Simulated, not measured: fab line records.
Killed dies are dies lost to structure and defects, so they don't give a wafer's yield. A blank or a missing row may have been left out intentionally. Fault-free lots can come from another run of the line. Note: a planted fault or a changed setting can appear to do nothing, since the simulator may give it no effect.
A lot that was struck, set against a sound lot    flow gf180mcu    14 steps out of a route of 602
Sound: these wafers, L709.3, L709.4, L709.6. Wafers L722.3, L722.4, L722.5 were the ones struck. The cause is named last.
At each step with rows: each side's tool, then ch and its chambers, then its first start. Under that, the readings that differ: sound wafers    struck wafers    difference of the means    sigmas: that difference in standard deviations of wafers without a fault.
alike: readings whose means differ by less than 2 such deviations, and words and numbers that are the same on both sides. not compared: withheld readings, readings that some wafer has no value for, bounds like >300 that may hide the same value, and numbers for which the record gives no deviation and whose values overlap.
The two part at a step that has a row with sigmas, a row that says differs or no value, or rows on one side only. Non-overlapping numbers with no deviation appear without sigmas and do not part them. A reading that every wafer of one side lacks parts them only if that side has two wafers or more.

first, 2 steps without rows for these wafers: GF_MIM_PEB_17; GF_MIM_DEVELOP_18 (develop time 60 s).
GF_MIM_METAL_ETCH_19: etches the open film in Cl2/BCl3, stops on Si3N4, target depth 324.5 nm, time 54.1 s.
  sound on rie metal-01 ch 0,1, day 25 12:02; struck on rie metal-01 ch 1, day 30 06:52
  alike: drypump motor current A, oes product au, throttle valve pct
  not compared: rf hours counter h
GF_MIM_STRIP_20: strips in O2/N2.
  sound on plasma asher-01 ch 0,1, day 25 12:07; struck on plasma asher-02 ch 0,1, day 30 07:00
reading                      sound        struck       difference  sigmas
drypump motor current A (A)  5.4 4.8 4.8  6.1 5.6 6.1  +0.9        +2
  alike: heater power w, oes product au, strip time to endpoint s
  not compared: rf hours counter h
then, 8 steps without rows for these wafers: GF_MIM_STRIP_21 (strips in post etch residue remover, time 1200 s); GF_MIM_CLEAN_22 (cleans in DIW); GF_M5_DEHYDRATE_00 (time 60 s); GF_M5_HMDS_01 (prime time 60 s); GF_M5_COAT_02 (resist thk 1000 nm); GF_M5_SOFTBAKE_03 (time 60 s); GF_M5_EXPOSE_04 (exposes mask Metal5, target cd 280 nm); GF_M5_PEB_05 (peb time 90 s).
GF_M5_DEVELOP_06: develop time 60 s.
  struck on litho track-04, day 31 01:19; sound on litho track-04 ch 0, day 26 08:58
  no value came back on the struck wafers for chill plate temp C (C), develop time s (s); on the sound wafers chill plate temp C (C) reads 22.99 22.86 23.04
reading                              sound              struck          difference  sigmas
model.KrF_of_M5_COAT_02.thk nm (nm)  984.7 982.4 982.3  1001 1003 1003  +19         
GF_M5_CD_MEAS_07: the cd target is 280 nm.
  sound on cd sem-02, day 26 09:07; struck on cd sem-02, day 31 01:28
reading     sound              struck  difference                     sigmas
cd nm (nm)  282.6 280.3 280.2  - - -   no value on the struck wafers  

WHERE THEY PART
Earliest at GF_MIM_STRIP_20; latest, in this record, at GF_M5_CD_MEAS_07.

WHY: what the simulator had put in
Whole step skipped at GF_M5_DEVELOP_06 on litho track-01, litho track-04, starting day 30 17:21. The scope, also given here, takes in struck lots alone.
